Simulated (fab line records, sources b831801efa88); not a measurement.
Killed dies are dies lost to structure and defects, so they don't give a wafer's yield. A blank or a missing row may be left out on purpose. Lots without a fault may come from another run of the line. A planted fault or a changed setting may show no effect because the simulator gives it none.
Which tool did it? | flow gf180mcu | 6 lots, 18 wafers sampled, at 3 steps of a route of 602

WHAT THE GAUGES READ, wafer by wafer
GF_V1_BOW_MEAS_05.
lot  | measured     | on            | V1_BOW (um)
L889 | day 17 09:50 | film_metro-02 | 83 80 82
L892 | day 18 15:55 | film_metro-02 | 92 84 91
L895 | day 19 22:41 | film_metro-02 | 90 91 85
L897 | day 20 19:23 | film_metro-02 | 80 79 82
L899 | day 21 15:33 | film_metro-03 | 88 72 70
L910 | day 25 02:41 | film_metro-02 | 84 87 80

WHICH TOOL RAN EACH LOT (tool, then ch and the chambers of the sampled wafers, then the start)
lot  | GF_VT_IMPLANT_IMPLANT_41        | GF_CONTACT_STRIP_18
L889 | implanter-04 ch 0, day 7 18:06  | plasma_asher-02 ch 0, day 16 07:49
L892 | implanter-04 ch 0, day 8 14:18  | plasma_asher-02 ch 0,1, day 17 13:50
L895 | implanter-01 ch 0, day 9 13:47  | plasma_asher-02 ch 0,1, day 18 19:24
L897 | implanter-01 ch 0, day 10 03:15 | plasma_asher-02 ch 0,1, day 19 16:43
L899 | implanter-01 ch 0, day 10 22:47 | plasma_asher-04 ch 0,1, day 20 13:31
L910 | implanter-02 ch 0, day 13 17:27 | plasma_asher-04 ch 0,1, day 24 01:40
- GF_VT_IMPLANT_IMPLANT_41
- GF_CONTACT_STRIP_18: strips in O2/N2.

THE ANSWER, worked out from the rows above alone
Rule: what is usual is taken from the lots themselves. Put in order of their means at a reading, lots are off if they are a third of the lots or fewer, leave a main group of 4 or more, and stand apart from it by a gap of 3 or more times the standard deviation of the main group's means; of several such gaps the widest counts. A main group whose means are all the same, to the digits that the tables above print for the reading, isn't used. A lot without any number at a reading at which 4 lots or more have one is off too. The other lots that the step has rows for count as sound.
No lot is off at any reading shown: from this, nothing can be told.

WHAT THE SIMULATOR HAD PUT IN
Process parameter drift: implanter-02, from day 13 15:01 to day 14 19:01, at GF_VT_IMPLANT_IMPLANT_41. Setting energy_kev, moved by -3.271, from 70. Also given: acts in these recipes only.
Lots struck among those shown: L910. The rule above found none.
